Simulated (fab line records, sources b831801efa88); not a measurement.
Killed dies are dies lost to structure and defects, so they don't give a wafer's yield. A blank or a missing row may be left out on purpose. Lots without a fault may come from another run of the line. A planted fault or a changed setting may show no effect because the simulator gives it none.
A struck lot beside a sound one | flow sky130 | 17 steps out of a route of 708
Sound: wafers L922.1, L922.2, L922.6. Struck: wafers L930.2, L930.4, L930.5. The cause comes at the end.
At each step with rows: each side's tool, then ch and its chambers, then its first start. Under that, the readings that differ: sound wafers | struck wafers | difference of the means | sigmas: that difference in standard deviations of wafers without a fault.
alike: readings whose means differ by less than 2 such deviations, and words and numbers that are the same on both sides. not compared: withheld readings, readings that some wafer has no value for, bounds like >300 that may hide the same value, and numbers for which the record gives no deviation and whose values overlap.
The two part at a step that has a row with sigmas, a row that says differs or no value, or rows on one side only. Numbers that don't overlap but have no deviation are shown without sigmas and don't part them. A reading that every wafer of one side lacks parts them only if that side has two wafers or more.

first, 5 steps without rows for these wafers: SKY_SD_N_COAT_02 (resist thk 1140 nm); SKY_SD_N_SOFTBAKE_03 (time 60 s); SKY_SD_N_EXPOSE_04 (exposes mask NSDM, target cd 380 nm); SKY_SD_N_PEB_05; SKY_SD_N_DEVELOP_06 (develop time 60 s).
SKY_SD_N_CD_MEAS_07: target cd 380 nm.
  sound on cd_sem-02, day 27 14:31; struck on cd_sem-01, day 31 06:16
  alike: cd_nm
SKY_SD_N_OVL_MEAS_08:
  sound on overlay-02, day 27 14:38; struck on overlay-01, day 31 06:22
  alike: SD_N_OVL
then, 2 steps without rows for these wafers: SKY_SD_N_IMPLANT_09; SKY_SD_N_IMPLANT_10.
SKY_SD_N_STRIP_11: strips in O2/N2.
  sound on plasma_asher-04 ch 0,1, day 27 14:58; struck on plasma_asher-03 ch 0,1, day 31 06:41
  alike: drypump_motor_current_A, oes_product_au, strip_time_to_endpoint_s
  not compared: rf_hours_counter_h
SKY_SD_N_TW_MEAS_12:
  sound on film_metro-01, day 27 15:04; struck on film_metro-03, day 31 06:48
  reading | sound          | struck         | difference | sigmas
  SD_N_TW | 4012 4007 4017 | 3918 3897 3929 | -97        | -3
then, 1 step without rows for these wafers: SKY_SD_N_CLEAN_13 (cleans in SC1/SC2, time 150 s).
SKY_SD_N_RTA_14: time 2 s.
  sound on rtp_anneal-02 ch 0, day 27 15:11; struck on rtp_anneal-01 ch 0, day 31 06:55
  reading          | sound                | struck               | difference | sigmas
  wafer_temp_C_max | 1077.3 1078.2 1077.1 | 1088.8 1087.2 1087.1 | +10.2      | +8
  alike: lamp_power_pct
SKY_SD_N_RS_MEAS_16: measures by four-point-probe.
  sound on film_metro-03, day 27 15:21; struck on film_metro-01, day 31 07:05
  reading          | sound             | struck            | difference | sigmas
  SD_N_RS (ohm/sq) | 68.60 68.78 68.68 | 66.92 66.77 66.94 | -1.81      | -15
SKY_SD_N_RS_MEAS_17: measures by four-point-probe.
  sound on film_metro-03, day 27 15:28; struck on film_metro-01, day 31 07:13
  reading          | sound             | struck            | difference | sigmas
  SD_P_RS (ohm/sq) | 146.3 147.4 147.4 | 139.0 138.8 138.9 | -8.1       | -25
SKY_SD_N_RS_MEAS_18: measures by four-point-probe.
  sound on film_metro-03, day 27 15:35; struck on film_metro-01, day 31 07:20
  alike: RES_XHIGH_RS
-- the record jumps here: 17 days lie between the struck wafers' starts before and after (it left off in module SD_N and takes up again in module PAD_OPEN, whose first step shown is number 708 of the route) --
SKY_PAD_OPEN_PROBE_99:
  sound on prober-02, day 45 15:35; struck on prober-01, day 48 07:04
  reading                            | sound             | struck            | difference | sigmas
  model.etest.res_xhigh_po.rs_ohm_sq | 1906 1916 2057    | 1846 1819 1889    | -108       |
  model.etest.pfet_01v8.r_on_ohm_um  | 2962 2945 2965    | 2821 2713 2851    | -162       |
  model.etest.res_pdiff.line_ohm_um  | 1288 1352 1352    | 1282 1270 1277    | -54        |
  model.etest.licon_high_po.rc_ohm   | 334.3 334.2 364.7 | 316.5 309.2 321.9 | -28.5      |
  model.etest.res_high_po.rs_ohm_sq  | 252.7 250 264.4   | 247.8 241.2 247.9 | -10.1      |
  model.etest.res_pdiff_hv.rs_ohm_sq | 187.6 190.5 190.9 | 177.8 177.2 178.7 | -11.8      |
  alike: killed_at_M0_to_M3, killed_at_M4_up, killed_at_contacts, killed_at_front_end, killed_at_other, killed_dies, killed_on_rim, killed_open, killed_short
  not compared: model.etest.res_xhigh_po.line_ohm_um, model.etest.res_high_po.line_ohm_um

WHERE THEY PART
First at SKY_SD_N_TW_MEAS_12; last, within this record, at SKY_SD_N_RS_MEAS_17. Later steps at which nothing parts them and some readings are alike: SKY_SD_N_RS_MEAS_18, SKY_PAD_OPEN_PROBE_99.

WHY: what the simulator had put in
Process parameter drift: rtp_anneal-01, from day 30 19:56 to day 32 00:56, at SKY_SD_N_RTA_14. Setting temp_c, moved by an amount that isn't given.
